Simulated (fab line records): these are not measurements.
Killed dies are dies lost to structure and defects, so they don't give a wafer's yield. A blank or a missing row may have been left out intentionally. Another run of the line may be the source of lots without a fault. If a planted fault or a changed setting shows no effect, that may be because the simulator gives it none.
fab line records    flow sfq_line
record: lots: 13  wafers: 39  last_day: 81
route steps=325 shown L0V@16 M0@38 M1@68
lots that met no fault: taken from a fault-free run of the same line
start_h: hours from the record's opening day to when the first of the lot's shown wafers began    wait_h: hours since the lot's step before    " as in the row above    L1.1+2: a row that stands for several wafers    - no value present, or no start provided    * or withheld: withheld    < > ~ a bound
route shown NAME@n: names a module that has steps shown in the file, with the first one's number in the route    usual: the fault-free wafers' mean and standard deviation    same: alike in all rows    chamber/n: place in a boat    sites: readings site by site    _std_site: the values' standard deviation    _edge_site: outer sites' mean less inner sites'    radius_mm: for every site, how far away it sits from the centre of the wafer    mask NAME#n: copy n    behind: the last tool/chamber to shape the wafer    hold: cause of the lot's hold/its duration in hours/its outcome    device: the transistor (n, p or np) that didn't switch    end of line: the route-end tests of the same wafers    step lacking rows: just its recipe    killed: dies lost to structure and defects at the first sort, not the wafer's yield    map: a wafer's dies, marking killed ones x, the rest . and places with no die _
set.NAME: setting as actually run; set.NAME@STEP: the setting as run at that earlier step    model.NAME: the simulator's own value behind a step, which no gauge read
a sample of lots followed through the steps of the route, with each step as a table and each wafer as a row
services: from which hour (start_h, from the record's first day; less than 0 if before it) a tool's chamber was out of use, for how many hours, and why
== steps ==
step: SFQ_TRILAYER_L0_CAP_PECVD_011
recipe: material: SiO2  temp_c: 150  time_s: 13.333  pressure_torr: 2.4  rf_w: 183.3  precursor: SiH4/N2O  target_thk_nm: 60
usual: heater_power_w: 84/7.1  throttle_valve_pct: 25.4/2.9
lot.wafer  tool      chamber  start_h  wait_h  heater_power_w  throttle_valve_pct
L487.2     pecvd-04  2        35.26    0.0     79              22.7
L487.4     "         0        "        "       90              22.5
L487.6     "         1        "        "       68              23.7
L488.3     pecvd-04  2        37.68    0.0     77              22.6
L488.4     "         2        "        "       80              22.5
L488.5     "         0        "        "       91              22.7
L489.3     pecvd-03  2        79.89    0.0     89              27.4
L489.4     "         0        "        "       87              30.3
L489.5     "         1        "        "       86              24.1
L490.1     pecvd-03  1        88.84    0.0     89              24.3
L490.5     "         0        "        "       88              30.3
L490.6     "         1        "        "       84              24.1
L491.2     pecvd-03  0        102.38   0.0     84              30.1
L491.3     "         2        "        "       89              27.5
L491.5     "         0        "        "       85              30.3
L492.4     pecvd-04  2        109.11   0.0     77              22.5
L492.5     "         1        "        "       76              23.6
L492.6     "         0        "        "       84              22.8
L497.1     pecvd-01  2        138.38   0.0     82              25.8
L497.3     "         0        "        "       87              30.8
L497.4     "         0        "        "       85              31.0
L503.2     pecvd-04  0        181.81   0.0     85              22.8
L503.5     "         0        "        "       83              22.7
L503.6     "         1        "        "       77              24.0
L504.1     pecvd-03  0        189.01   0.0     79              30.4
L504.5     "         0        "        "       82              30.6
L504.6     "         1        "        "       89              24.2
L505.1     pecvd-04  0        192.61   0.0     94              22.9
L505.3     "         1        "        "       68              23.9
L505.5     "         2        "        "       84              22.8
L506.2     pecvd-04  1        196.21   0.0     65              24.1
L506.3     "         0        "        "       89              22.6
L506.5     "         2        "        "       77              22.6
L509.1     pecvd-04  0        215.41   0.0     96              22.6
L509.4     "         0        "        "       95              22.7
L509.5     "         1        "        "       79              24.1
L510.2     pecvd-01  1        223.81   0.0     94              22.1
L510.4     "         2        "        "       87              23.4
L510.5     "         0        "        "       83              23.2
step: SFQ_L0V_OVL_MEAS_903
usual: L0V_OVL: 3/5.1
lot.wafer  tool        chamber  start_h  wait_h  L0V_OVL[nm]
L487.2     overlay-01  -        93.96    0.1     1
L487.4     "           -        "        "       -2
L487.6     "           -        "        "       0
L488.3     overlay-02  -        95.17    0.1     6
L488.4     "           -        "        "       2
L488.5     "           -        "        "       6
L489.3     overlay-01  -        160.29   0.1     4
L489.4     "           -        "        "       7
L489.5     "           -        "        "       3
L490.1     overlay-01  -        177.33   0.1     -3
L490.5     "           -        "        "       -11
L490.6     "           -        "        "       -3
L491.2     overlay-01  -        190.53   0.1     6
L491.3     "           -        "        "       7
L491.5     "           -        "        "       5
L492.4     overlay-01  -        196.54   0.1     6
L492.5     "           -        "        "       7
L492.6     "           -        "        "       4
L497.1     overlay-01  -        234.07   0.1     3
L497.3     "           -        "        "       3
L497.4     "           -        "        "       -3
L503.2     overlay-01  -        279.83   0.1     -4
L503.5     "           -        "        "       7
L503.6     "           -        "        "       8
L504.1     overlay-01  -        288.22   0.1     7
L504.5     "           -        "        "       -2
L504.6     "           -        "        "       -4
L505.1     overlay-01  -        294.14   0.1     3
L505.3     "           -        "        "       4
L505.5     "           -        "        "       -9
L506.2     overlay-02  -        300.14   0.1     3
L506.3     "           -        "        "       2
L506.5     "           -        "        "       7
L509.1     overlay-01  -        319.34   0.1     -2
L509.4     "           -        "        "       13
L509.5     "           -        "        "       9
L510.2     overlay-02  -        328.94   0.1     1
L510.4     "           -        "        "       4
L510.5     "           -        "        "       3
step: SFQ_TRILAYER_L0_VIA_ETCH_VIA_ETCH_016
recipe: target: SiO2  stop_on: MoNx_KI  mask_material: PR  chemistry: CHF3  target_depth_nm: 80  source_w: 500  bias_w: 80  pressure_mtorr: 30  time_s: withheld
usual: drypump_motor_current_A: 5.6/0.59  oes_product_au: 0.841/0.0075
lot.wafer  tool         chamber  start_h  wait_h  drypump_motor_current_A  oes_product_au
L487.2     rie_diel-04  2        94.03    0.0     6.1                      0.848
L487.4     "            0        "        "       6.1                      0.849
L487.6     "            0        "        "       6.1                      0.852
L488.3     rie_diel-01  0        95.23    0.0     6.6                      0.839
L488.4     "            3        "        "       4.9                      0.841
L488.5     "            0        "        "       6.5                      0.849
L489.3     rie_diel-02  0        160.35   0.0     6.5                      0.839
L489.4     "            2        "        "       5.4                      0.846
L489.5     "            3        "        "       6.3                      0.845
L490.1     rie_diel-01  1        177.40   0.0     4.8                      0.832
L490.5     "            1        "        "       4.8                      0.841
L490.6     "            2        "        "       5.1                      0.840
L491.2     rie_diel-02  3        190.60   0.0     6.3                      0.844
L491.3     "            0        "        "       6.5                      0.843
L491.5     "            2        "        "       5.4                      0.855
L492.4     rie_diel-01  1        196.60   0.0     4.8                      0.838
L492.5     "            1        "        "       4.8                      0.841
L492.6     "            2        "        "       5.2                      0.839
L497.1     rie_diel-04  3        234.15   0.0     5.5                      0.823
L497.3     "            1        "        "       5.4                      0.819
L497.4     "            0        "        "       6.1                      0.822
L503.2     rie_diel-01  0        279.90   0.0     6.6                      0.831
L503.5     "            2        "        "       5.1                      0.840
L503.6     "            3        "        "       4.9                      0.843
L504.1     rie_diel-01  1        288.30   0.0     4.8                      0.840
L504.5     "            3        "        "       4.9                      0.858
L504.6     "            2        "        "       5.1                      0.853
L505.1     rie_diel-02  1        294.21   0.0     5.4                      0.837
L505.3     "            0        "        "       6.4                      0.833
L505.5     "            2        "        "       5.4                      0.850
L506.2     rie_diel-01  3        300.21   0.0     4.9                      0.843
L506.3     "            0        "        "       6.6                      0.834
L506.5     "            0        "        "       6.6                      0.847
L509.1     rie_diel-04  2        319.41   0.0     6.1                      0.843
L509.4     "            3        "        "       5.6                      0.843
L509.5     "            1        "        "       5.4                      0.851
L510.2     rie_diel-02  0        329.01   0.0     6.4                      0.838
L510.4     "            2        "        "       5.4                      0.845
L510.5     "            3        "        "       6.2                      0.844
step: SFQ_M0_OVL_MEAS_906
usual: M0_OVL: 0/5.5
lot.wafer  tool        chamber  start_h  wait_h  M0_OVL[nm]
L487.2     overlay-02  -        184.53   0.1     3
L487.4     "           -        "        "       -4
L487.6     "           -        "        "       9
L488.3     overlay-02  -        186.94   0.1     -1
L488.4     "           -        "        "       3
L488.5     "           -        "        "       5
L489.3     overlay-02  -        261.84   0.1     5
L489.4     "           -        "        "       2
L489.5     "           -        "        "       7
L490.1     overlay-01  -        277.42   0.1     -2
L490.5     "           -        "        "       -1
L490.6     "           -        "        "       -4
L491.2     overlay-02  -        293.03   0.1     1
L491.3     "           -        "        "       3
L491.5     "           -        "        "       2
L492.4     overlay-02  -        294.24   0.1     11
L492.5     "           -        "        "       7
L492.6     "           -        "        "       5
L497.1     overlay-01  -        300.22   0.1     -5
L497.3     "           -        "        "       -7
L497.4     "           -        "        "       -4
L503.2     overlay-01  -        308.63   0.1     3
L503.5     "           -        "        "       3
L503.6     "           -        "        "       4
L504.1     overlay-01  -        309.82   0.1     -6
L504.5     "           -        "        "       -7
L504.6     "           -        "        "       -8
L505.1     overlay-01  -        311.24   0.1     -11
L505.3     "           -        "        "       -8
L505.5     "           -        "        "       -16
L506.2     overlay-01  -        312.23   0.1     -7
L506.3     "           -        "        "       -6
L506.5     "           -        "        "       -1
L509.1     overlay-02  -        322.80   0.1     1
L509.4     "           -        "        "       2
L509.5     "           -        "        "       5
L510.2     overlay-02  -        332.39   0.1     -8
L510.4     "           -        "        "       -6
L510.5     "           -        "        "       3
step: SFQ_M1_OVL_MEAS_911
usual: M1_OVL: 8/5.2
lot.wafer  tool        chamber  start_h  wait_h  M1_OVL[nm]
L487.2     overlay-01  -        379.23   0.1     11
L487.4     "           -        "        "       12
L487.6     "           -        "        "       15
L488.3     overlay-01  -        380.43   0.1     4
L488.4     "           -        "        "       8
L488.5     "           -        "        "       6
L489.3     overlay-02  -        382.83   0.1     12
L489.4     "           -        "        "       9
L489.5     "           -        "        "       10
L490.1     overlay-01  -        391.22   0.1     6
L490.5     "           -        "        "       3
L490.6     "           -        "        "       6
L491.2     overlay-02  -        401.12   0.1     -3
L491.3     "           -        "        "       0
L491.5     "           -        "        "       7
L492.4     overlay-02  -        409.48   0.1     1
L492.5     "           -        "        "       2
L492.6     "           -        "        "       1
L497.1     overlay-01  -        421.99   0.1     4
L497.3     "           -        "        "       2
L497.4     "           -        "        "       11
L503.2     overlay-02  -        438.26   0.1     13
L503.5     "           -        "        "       14
L503.6     "           -        "        "       13
L504.1     overlay-02  -        440.66   0.1     10
L504.5     "           -        "        "       8
L504.6     "           -        "        "       11
L505.1     overlay-01  -        441.86   0.1     15
L505.3     "           -        "        "       15
L505.5     "           -        "        "       10
L506.2     overlay-01  -        443.06   0.1     8
L506.3     "           -        "        "       10
L506.5     "           -        "        "       10
L509.1     overlay-01  -        455.58   0.1     11
L509.4     "           -        "        "       12
L509.5     "           -        "        "       9
L510.2     overlay-02  -        466.99   0.1     4
L510.4     "           -        "        "       1
L510.5     "           -        "        "       6
== services ==
tool         chamber  start_h  hours  kind
rie_diel-04  3        14.32    17.8   repair
rie_diel-01  0        25.48    5.4    repair
pecvd-03     -        36.02    2.8    pm
pecvd-01     2        40.84    2.0    repair
pecvd-01     1        53.47    6.6    repair
rie_diel-04  2        60.46    3.6    repair
pecvd-01     1        63.05    3.1    repair
pecvd-04     2        92.08    11.6   repair
rie_diel-02  2        119.52   3.2    repair
rie_diel-02  3        120.31   27.6   repair
rie_diel-01  2        123.19   7.2    repair
rie_diel-04  3        123.48   5.8    repair
pecvd-01     -        129.07   0.9    repair
rie_diel-02  1        137.84   7.4    repair
pecvd-03     -        182.57   4.3    pm
rie_diel-04  0        238.69   5.1    repair
pecvd-04     -        243.69   1.3    repair
rie_diel-02  1        245.30   5.9    repair
rie_diel-01  0        264.88   2.8    repair
rie_diel-04  3        293.92   6.5    repair
rie_diel-02  1        296.92   6.5    repair
rie_diel-01  -        298.85   1.2    repair
rie_diel-02  -        308.44   0.2    repair
pecvd-03     -        309.78   0.9    repair
== key ==
first_sign: step: SFQ_TRILAYER_L0_VIA_ETCH_VIA_ETCH_016  reading: oes_product_au  direction: down  sigmas: 2.7  usual: 0.841  struck: 0.821
effect none on later readings
met_at SFQ_TRILAYER_L0_CAP_PECVD_011
struck_lots L497
not_acting_at SFQ_L0V_OVL_MEAS_903,SFQ_M0_OVL_MEAS_906,SFQ_M1_OVL_MEAS_911
fault: kind: process_parameter_drift  tool: pecvd-01  chamber: -  onset_h: 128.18  steps: SFQ_TRILAYER_L0_CAP_PECVD_011  channel: target_thk_nm  offset: -2.61  shape: step  end_h: 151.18  acts_in: these_recipes_only  stated: 60
